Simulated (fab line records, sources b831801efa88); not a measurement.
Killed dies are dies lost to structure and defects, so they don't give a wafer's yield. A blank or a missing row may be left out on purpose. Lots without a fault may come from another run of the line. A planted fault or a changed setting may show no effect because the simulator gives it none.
Which tool did it? | flow sky130 | 12 lots, 36 wafers sampled, at 1 step of a route of 708

WHAT THE GAUGES READ, wafer by wafer
SKY_METAL4_CD_MEAS_13: target cd 300 nm.
lot  | measured     | on        | cd_nm (nm)
L404 | day 42 04:55 | cd_sem-02 | 299.8 298.3 299.9
L405 | day 42 05:34 | cd_sem-02 | 298.2 299.1 298.2
L407 | day 43 18:16 | cd_sem-02 | 301.1 301.5 301.4
L408 | day 43 21:05 | cd_sem-01 | 300.0 300.2 301.1
L409 | day 43 21:41 | cd_sem-01 | 299.5 299.5 300.1
L410 | day 43 23:24 | cd_sem-01 | 300.1 298.5 300.1
L411 | day 44 03:10 | cd_sem-01 | 302.2 301.3 301.2
L414 | day 45 06:34 | cd_sem-01 | 298.1 299.0 300.0
L417 | day 45 15:51 | cd_sem-02 | 301.3 300.3 301.8
L418 | day 46 08:42 | cd_sem-02 | 298.9 298.9 298.2
L421 | day 46 17:07 | cd_sem-01 | 300.7 300.7 299.5
L423 | day 46 22:34 | cd_sem-02 | 298.9 298.9 299.1

WHICH TOOL RAN EACH LOT (tool, then ch and the chambers of the sampled wafers, then the start)
The record holds no process step before these readings.

WHAT THE TOOLS THEMSELVES READ (means of the sampled wafers that have a number; where no wafer has one, the mark that the record gives instead)
The record holds no such reading with a usual standard deviation.

THE ANSWER, worked out from the rows above alone
Rule: what is usual is taken from the lots themselves. Put in order of their means at a reading, lots are off if they are a third of the lots or fewer, leave a main group of 4 or more, and stand apart from it by a gap of 3 or more times the standard deviation of the main group's means; of several such gaps the widest counts. A main group whose means are all the same, to the digits that the tables above print for the reading, isn't used. A lot without any number at a reading at which 4 lots or more have one is off too. The other lots that the step has rows for count as sound. The gauges are gone through in route order, then the tools' own readings, and for those a lot's mean is taken as printed above. The first step at which some lot is off is used, and at that step the reading that is off furthest; a lot without a number counts as furthest.
No lot is off at any reading shown: from this, nothing can be told.

WHAT THE SIMULATOR HAD PUT IN
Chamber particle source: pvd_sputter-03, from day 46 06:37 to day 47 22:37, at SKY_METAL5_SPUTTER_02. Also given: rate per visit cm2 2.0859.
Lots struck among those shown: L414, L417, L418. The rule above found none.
